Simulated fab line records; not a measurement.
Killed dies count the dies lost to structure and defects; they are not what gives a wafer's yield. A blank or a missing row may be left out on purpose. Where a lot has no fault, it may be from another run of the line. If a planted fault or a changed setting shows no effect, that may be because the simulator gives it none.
What tool caused it? | flow sky130 | 30 wafers from 10 lots sampled at 6 of the route's 708 steps

## WHAT THE GAUGES SHOWED, per wafer
SKY_VIA1_BOW_MEAS_03.
lot  | measured     | on           | VIA1_BOW (um)
L658 | day 33 07:30 | filmMetro-01 | 91 77 79
L663 | day 34 23:04 | filmMetro-04 | 94 86 89
L666 | day 36 09:36 | filmMetro-02 | 68 62 89
L668 | day 37 03:55 | filmMetro-01 | 81 77 80
L669 | day 37 19:14 | filmMetro-02 | 78 79 81
L671 | day 38 11:26 | filmMetro-02 | 93 85 77
L673 | day 38 15:46 | filmMetro-02 | 90 87 81
L674 | day 38 16:48 | filmMetro-02 | 78 70 73
L675 | day 38 20:44 | filmMetro-04 | 80 79 91
L676 | day 39 01:41 | filmMetro-04 | 97 86 85

SKY_METAL2_RS_MEAS_05: measurement is done with a four-point probe.
lot  | measured     | on           | METAL2_ALCU_RS (ohm/sq)
L658 | day 34 11:32 | filmMetro-04 | 0.1257 0.1271 0.1273
L663 | day 36 02:58 | filmMetro-04 | 0.1277 0.1284 0.1274
L666 | day 37 13:06 | filmMetro-01 | 0.1250 0.1264 0.1253
L668 | day 38 06:46 | filmMetro-04 | 0.1268 0.1282 0.1292
L669 | day 38 22:32 | filmMetro-04 | 0.1259 0.1234 0.1266
L671 | day 39 14:47 | filmMetro-01 | 0.1276 0.1278 0.1254
L673 | day 39 18:08 | filmMetro-03 | 0.1259 0.1266 0.1266
L674 | day 39 18:26 | filmMetro-03 | 0.1852 0.1799 0.1801
L675 | day 39 23:41 | filmMetro-03 | 0.1244 0.1248 0.1247
L676 | day 40 04:13 | filmMetro-04 | 0.1862 0.1874 0.1835

SKY_METAL2_THK_MEAS_06: measures by xrf.
lot  | measured     | on           | METAL2_ALCU_THK (nm)
L658 | day 34 11:40 | filmMetro-04 | 251 247 247
L663 | day 36 03:04 | filmMetro-04 | 245 244 246
L666 | day 37 13:13 | filmMetro-01 | 250 249 248
L668 | day 38 06:53 | filmMetro-04 | 246 244 243
L669 | day 38 22:39 | filmMetro-04 | 248 253 247
L671 | day 39 14:53 | filmMetro-01 | 242 243 246
L673 | day 39 18:14 | filmMetro-03 | 249 247 247
L674 | day 39 18:33 | filmMetro-03 | 173 175 176
L675 | day 39 23:47 | filmMetro-03 | 252 249 249
L676 | day 40 04:20 | filmMetro-04 | 172 171 174

## WHAT TOOL EACH LOT RAN ON (gives the tool, then ch and the chambers of the sampled wafers, and finally the start)
lot  | SKY_VIA1_STRIP_16                   | SKY_VIA1_CVD_21              | SKY_METAL2_SPUTTER_02
L658 | plasmaAsher-04 ch 0,1, day 34 10:07 | cvdW-02 ch 0,1, day 34 10:50 | pvdSputter-03, day 34 11:27
L663 | plasmaAsher-04 ch 0,1, day 36 01:34 | cvdW-02 ch 0,1, day 36 02:14 | pvdSputter-01, day 36 02:50
L666 | plasmaAsher-02 ch 0,1, day 37 11:40 | cvdW-01 ch 0,1, day 37 12:22 | pvdSputter-04, day 37 12:59
L668 | plasmaAsher-04 ch 0,1, day 38 05:19 | cvdW-01 ch 0,1, day 38 06:02 | pvdSputter-03, day 38 06:40
L669 | plasmaAsher-01 ch 0,1, day 38 21:10 | cvdW-02 ch 0,1, day 38 21:49 | pvdSputter-01, day 38 22:26
L671 | plasmaAsher-04 ch 0,1, day 39 12:42 | cvdW-02 ch 0,1, day 39 13:52 | pvdSputter-01, day 39 14:39
L673 | plasmaAsher-04 ch 0,1, day 39 16:23 | cvdW-01 ch 1, day 39 17:04   | pvdSputter-03, day 39 18:01
L674 | plasmaAsher-02 ch 0, day 39 17:02   | cvdW-02 ch 0,1, day 39 17:43 | pvdSputter-01, day 39 18:20
L675 | plasmaAsher-01 ch 0,1, day 39 22:03 | cvdW-02 ch 0,1, day 39 22:42 | pvdSputter-04, day 39 23:33
L676 | plasmaAsher-02 ch 0,1, day 40 02:50 | cvdW-02 ch 0,1, day 40 03:30 | pvdSputter-01, day 40 04:07
- SKY_VIA1_STRIP_16: strips in O2/N2.
- SKY_VIA1_CVD_21: deposits W, target thk 270 nm, time 80.902 s.
- SKY_METAL2_SPUTTER_02: material AlCu, target thk 250 nm, time 13.3 s.

## WHAT THE TOOLS THEMSELVES READ (means of the sampled wafers that have a number; where no wafer has one, the mark that the record gives instead)
SKY_VIA1_STRIP_16.
lot  | tool           | drypumpMotorCurrentA (A) | oesProductAu (a.u.) | stripTimeToEndpointS (s)
L658 | plasmaAsher-04 | 5.3                      | 0.413               | 4.438
L663 | plasmaAsher-04 | 5.3                      | 0.421               | 4.463
L666 | plasmaAsher-02 | 5.7                      | 0.414               | 4.449
L668 | plasmaAsher-04 | 5.3                      | 0.416               | 4.414
L669 | plasmaAsher-01 | 5.4                      | 0.411               | 4.446
L671 | plasmaAsher-04 | 5.6                      | 0.414               | 4.412
L673 | plasmaAsher-04 | 5.3                      | 0.416               | 4.456
L674 | plasmaAsher-02 | 5.3                      | 0.413               | 4.430
L675 | plasmaAsher-01 | 5.6                      | 0.418               | 4.456
L676 | plasmaAsher-02 | 5.5                      | 0.414               | 4.450

SKY_VIA1_CVD_21.
lot  | tool    | heaterPowerW (W)
L658 | cvdW-02 | 893
L663 | cvdW-02 | 879
L666 | cvdW-01 | 892
L668 | cvdW-01 | 994
L669 | cvdW-02 | 892
L671 | cvdW-02 | 883
L673 | cvdW-01 | 994
L674 | cvdW-02 | 893
L675 | cvdW-02 | 894
L676 | cvdW-02 | 865

SKY_METAL2_SPUTTER_02.
lot  | tool          | throttleValvePct (%)
L658 | pvdSputter-03 | 30.6
L663 | pvdSputter-01 | 30.3
L666 | pvdSputter-04 | 30.2
L668 | pvdSputter-03 | 29.9
L669 | pvdSputter-01 | 30.6
L671 | pvdSputter-01 | 30.0
L673 | pvdSputter-03 | 29.1
L674 | pvdSputter-01 | 30.8
L675 | pvdSputter-04 | 29.3
L676 | pvdSputter-01 | 29.9

## THE ANSWER, worked out from the rows above alone
Rule: the usual values come from the lots themselves. Put in order of their means at a reading, lots are off if they are a third of the lots or fewer, leave a main group of 4 or more, and stand apart from it by a gap of 3 or more times the standard deviation of the main group's means; of several such gaps the widest counts. If all means in a main group match to the digits the tables above print for the reading, that group is not used. A lot without any number at a reading at which 4 lots or more have one is off too. Any other lot the step has rows for is counted as sound. First the gauges in route order, then the tools' own readings, where a lot's mean is used as printed above. At the first step where some lot is off, the reading lying furthest off is the one used; lots without a number count as furthest.
Off: L674, L676, at SKY_METAL2_RS_MEAS_05 (METAL2_ALCU_RS). The main group: mean 0.1264 ohm/sq, standard deviation 0.0011.
A tool fits if, at a process step before that reading, it ran every lot that is off, and no sound lot after the first of them. Those tools and the gauges at SKY_METAL2_RS_MEAS_05 are tried in the same way. This does not decide it: 2 tools fit, namely plasmaAsher-02 at SKY_VIA1_STRIP_16 and pvdSputter-01 at SKY_METAL2_SPUTTER_02.

## WHAT THE SIMULATOR HAD INSERTED
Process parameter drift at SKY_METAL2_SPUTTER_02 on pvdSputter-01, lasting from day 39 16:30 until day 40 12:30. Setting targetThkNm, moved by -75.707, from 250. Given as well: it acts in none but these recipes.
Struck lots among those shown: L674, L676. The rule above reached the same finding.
